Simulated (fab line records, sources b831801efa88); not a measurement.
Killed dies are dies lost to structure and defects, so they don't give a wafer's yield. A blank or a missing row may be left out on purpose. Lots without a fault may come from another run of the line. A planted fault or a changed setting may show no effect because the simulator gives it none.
One fault seen from 2 desks | flow sky130 | each desk has only its own numbers; what lay behind them comes last

THE METROLOGY DESK
What the gauges read, lot by lot, whatever tool the lot ran on: means of the sampled wafers that have a number. A lot is out of limits, marked OUT, if its mean lies more than 4 standard deviations from the usual mean; the brackets give that distance.
Columns: A = SONOS_ONO_CVD_04_THK at SKY_SONOS_ONO_THK_MEAS_05, usual 5.77 nm; B = SPACER_CVD_00_THK at SKY_SPACER_THK_MEAS_01, usual 43.3 nm
lot  | first seen here | A    | B
L351 | day 11 17:04    | 5.71 | 42.8
L353 | day 12 04:57    | 5.78 | 43.3
L355 | day 12 18:28    | 5.90 | 43.0
L356 | day 13 10:01    | 5.61 | 43.7
L357 | day 14 05:41    | 5.74 | 43.1
L358 | day 14 05:43    | 5.89 | 43.7
L359 | day 14 17:14    | 5.83 | 42.5
L360 | day 14 20:05    | 5.71 | 44.0
L361 | day 14 21:19    | 5.86 | 43.7
L365 | day 16 09:20    | 5.61 | 43.0
L369 | day 18 07:50    | 5.72 | 44.1
L371 | day 18 10:40    | 6.16 | 43.3
This desk's finding: nothing out of limits on any of the 12 lots.

THE TOOL OWNER'S DESK: plasma_asher-01
The tool's own readings at SKY_METAL5_STRIP_16 (strips in O2/N2): means of the sampled wafers that have a number, for each lot that ran on this tool. A lot is out of limits, marked OUT, if its mean lies more than 4 standard deviations from the usual mean; the brackets give that distance.
Columns: A = drypump_motor_current_A at SKY_METAL5_STRIP_16, usual 5.5 A; B = oes_product_au at SKY_METAL5_STRIP_16, usual 0.711 a.u.; C = strip_time_to_endpoint_s at SKY_METAL5_STRIP_16, usual 13.06 s
lot  | first seen here | A   | B     | C
L351 | day 43 21:32    | 5.5 | 0.712 | 13.04
L355 | day 45 00:41    | 5.5 | 0.714 | 13.12
L356 | day 45 12:22    | 5.6 | 0.711 | 13.12
L358 | day 46 04:25    | 5.6 | 0.708 | 13.06
L357 | day 46 06:21    | 5.5 | 0.710 | 13.03
L359 | day 46 12:19    | 5.5 | 0.712 | 13.23
L360 | day 46 15:53    | 5.6 | 0.716 | 12.98
L361 | day 46 18:04    | 5.6 | 0.713 | 12.99
This desk's finding: nothing out of limits on any of the 8 lots.

PUT TOGETHER
The metrology desk saw nothing out of limits.
The tool owner's desk saw nothing out of limits.

WHAT THE SIMULATOR HAD PUT IN
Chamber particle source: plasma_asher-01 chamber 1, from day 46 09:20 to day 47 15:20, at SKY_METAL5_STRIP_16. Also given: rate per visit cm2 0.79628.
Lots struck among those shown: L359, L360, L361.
